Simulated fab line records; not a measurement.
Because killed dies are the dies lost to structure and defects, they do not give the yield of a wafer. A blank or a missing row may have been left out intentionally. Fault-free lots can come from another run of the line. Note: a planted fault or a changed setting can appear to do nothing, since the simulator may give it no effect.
Struck lot and sound lot, side by side -- flow sky130 -- 17 out of 708 route steps
Sound: these wafers, L969.3, L969.5, L969.6. Struck: wafer L981.3. (L981.1, L981.6 of the same lot were not struck and are left out.) The cause comes at the end.
At each step with rows: each side's tool, then ch and its chambers, then its first start. Under that, the readings that differ: sound wafers -- struck wafers -- difference of the means -- sigmas: that difference in standard deviations of wafers without a fault.
alike: readings whose means differ by less than 2 such deviations, and words and numbers that are the same on both sides. not compared: withheld readings, readings that some wafer has no value for, bounds like >300 that may hide the same value, and numbers for which the record gives no deviation and whose values overlap.
A row with sigmas, a row that says differs or no value, or rows on one side alone: a step with any of these is where the two part. Non-overlapping numbers with no deviation appear without sigmas and do not part them. Lack of a reading on every wafer of one side parts them only where that side has two or more wafers.

SKY_VIA3_CMP_02: polishes SiO2.
  sound on cmp-02 ch 0,1,2, day 39 00:11; struck on cmp-01 ch 0, day 43 09:44
  alike: motor_current_A
SKY_VIA3_BOW_MEAS_03:
  sound: film_metro-04 at day 39 00:22; struck: film_metro-03 at day 43 10:02
reading,sound,struck,difference,sigmas
VIA3_BOW (um),78 76 75,102,+26,+3
then, 8 steps without rows for these wafers: SKY_VIA3_DEHYDRATE_04 (time 60 s); SKY_VIA3_HMDS_05 (prime time 60 s); SKY_VIA3_COAT_06 (resist thk 60 nm); SKY_VIA3_COAT_07 (resist thk 450 nm); SKY_VIA3_SOFTBAKE_08 (time 90 s); SKY_VIA3_EXPOSE_09 (exposes mask VIM3, target cd 200 nm); SKY_VIA3_PEB_10; SKY_VIA3_DEVELOP_11 (develop time 60 s).
SKY_VIA3_CD_MEAS_12: target cd 200 nm.
  sound: cd_sem-02 at day 40 01:00; struck: cd_sem-01 at day 44 09:01
  alike: cd_nm
SKY_VIA3_OVL_MEAS_13:
  sound: overlay-01 at day 40 01:05; struck: overlay-02 at day 44 09:08
reading,sound,struck,difference,sigmas
VIA3_OVL (nm),7 8 10,-2,-10,-2
SKY_VIA3_ETCH_14: etches BARC in N2/H2, stops on SiO2, time 45.9 s, target depth 60 nm.
  sound on rie_diel-04 ch 0,2,3, day 40 01:07; struck on rie_diel-03 ch 2, day 44 09:10
reading,sound,struck,difference,sigmas
model.KrF-thick_of_VIA3_COAT_07.thk_nm (nm),394.5 394.8 394.9,404,+9,
  alike: drypump_motor_current_A, oes_product_au, throttle_valve_pct
  not compared: rf_hours_counter_h
SKY_VIA3_ETCH_15: etches SiO2 in C4F8/O2/Ar, stops on TiN, target depth 507 nm, time 78 s.
  sound on rie_diel-04 ch 0,2,3, day 40 01:10; struck on rie_diel-03 ch 2, day 44 09:13
reading,sound,struck,difference,sigmas
model.KrF-thick_of_VIA3_COAT_07.thk_nm (nm),292.9 293.9 292.9,302.3,+9.1,
  alike: oes_product_au
SKY_VIA3_STRIP_16: strips in O2/N2.
  sound on plasma_asher-04 ch 0,1, day 40 01:15; struck on plasma_asher-01 ch 1, day 44 09:16
reading,sound,struck,difference,sigmas
strip_time_to_endpoint_s (s),4.154 4.167 4.139,4.253,+0.100,+4
  alike: drypump_motor_current_A, oes_product_au
  not compared: rf_hours_counter_h
then, 1 step without rows for these wafers: SKY_VIA3_STRIP_17 (strips in post etch residue remover, time 1200 s).
-- the record jumps here: 5 days lie between the struck wafers' starts before and after (it left off in module VIA3 and takes up again in module PAD_OPEN, whose first step shown is number 708 of the route) --
SKY_PAD_OPEN_PROBE_99:
  the record has rows for the struck wafers here (prober-01, day 49 16:16) and none for the sound ones

== WHERE THEY PART ==
At SKY_VIA3_BOW_MEAS_03 first; at SKY_PAD_OPEN_PROBE_99 last (within this record only).

WHY: what had been put in by the simulator
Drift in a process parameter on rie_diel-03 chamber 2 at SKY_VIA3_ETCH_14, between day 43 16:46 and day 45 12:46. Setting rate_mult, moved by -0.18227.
